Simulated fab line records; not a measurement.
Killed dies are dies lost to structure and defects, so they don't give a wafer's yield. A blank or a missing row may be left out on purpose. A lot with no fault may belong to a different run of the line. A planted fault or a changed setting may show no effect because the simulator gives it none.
Which tool did it? | flow sfq line | 21 wafers from 7 lots sampled at 4 of the route's 325 steps

## WHAT EACH GAUGE READ, for each wafer
SFQ_M8_THK_MEAS_950: measures by xrf.
lot  | measured     | on            | M8_AU_THK (nm)
L518 | day 76 20:18 | film metro-03 | 180.2 176.7 178.6
L522 | day 77 12:00 | film metro-04 | 178.2 177.0 177.2
L526 | day 79 13:16 | film metro-02 | 181.0 180.6 182.9
L529 | day 79 16:50 | film metro-03 | 180.8 180.9 180.1
L531 | day 79 21:39 | film metro-02 | 180.6 182.3 181.9
L534 | day 80 02:26 | film metro-03 | 174.8 178.4 177.7
L536 | day 80 23:08 | film metro-02 | 178.5 181.3 177.9

## EACH LOT AND THE TOOL THAT RAN IT (in order: tool; ch and the chambers of the sampled wafers; start)
lot  | SFQ_TRILAYER_I0_VIA_BARC_OPEN_VIA_ETCH_046 | SFQ_TRILAYER_M6_STRIP_STRIP_163   | SFQ_TRILAYER_I6_METRO_MEASURE_167
L518 | rie diel-03 ch 1,2, day 17 14:08           | rie metal-04 ch 0,1, day 62 00:12 | film metro-04, day 62 04:35
L522 | rie diel-01 ch 0,1, day 19 10:32           | rie metal-01 ch 1, day 64 09:35   | film metro-01, day 64 17:13
L526 | rie diel-03 ch 1,2,3, day 21 02:11         | rie metal-04 ch 0,1, day 71 16:35 | film metro-04, day 71 20:45
L529 | rie diel-02 ch 2,3, day 22 02:11           | rie metal-03 ch 0,1, day 73 19:59 | film metro-01, day 73 23:57
L531 | rie diel-03 ch 1,2, day 22 19:07           | rie metal-03 ch 0,1, day 74 10:23 | film metro-04, day 74 14:33
L534 | rie diel-02 ch 0,1,3, day 23 13:07         | rie metal-03 ch 0,1, day 75 00:02 | film metro-02, day 75 09:59
L536 | rie diel-02 ch 0,1,2, day 24 19:07         | rie metal-04 ch 0,1, day 76 01:36 | film metro-02, day 76 05:34
- SFQ_TRILAYER_I0_VIA_BARC_OPEN_VIA_ETCH_046: etches BARC in O2, target depth 125 nm, time 41.7 s.
- SFQ_TRILAYER_M6_STRIP_STRIP_163: strips in O2.
- SFQ_TRILAYER_I6_METRO_MEASURE_167

## THE ANSWER, worked out from the rows above alone
Rule: the usual values come from the lots themselves. The widest of any qualifying gaps counts: lots, ordered by their means at a reading, are off when they make up no more than a third of the lots, leave a main group of 4 or more, and stand apart from it by 3 or more times the standard deviation of that group's means. A main group is skipped when, at the precision printed for the reading in the tables above, its means are all equal. Also off: a lot with no number at a reading for which 4 or more lots have one. The other lots that the step has rows for count as sound.
None of the lots is off at any reading shown; this tells nothing.

## WHAT THE SIMULATOR PUT IN
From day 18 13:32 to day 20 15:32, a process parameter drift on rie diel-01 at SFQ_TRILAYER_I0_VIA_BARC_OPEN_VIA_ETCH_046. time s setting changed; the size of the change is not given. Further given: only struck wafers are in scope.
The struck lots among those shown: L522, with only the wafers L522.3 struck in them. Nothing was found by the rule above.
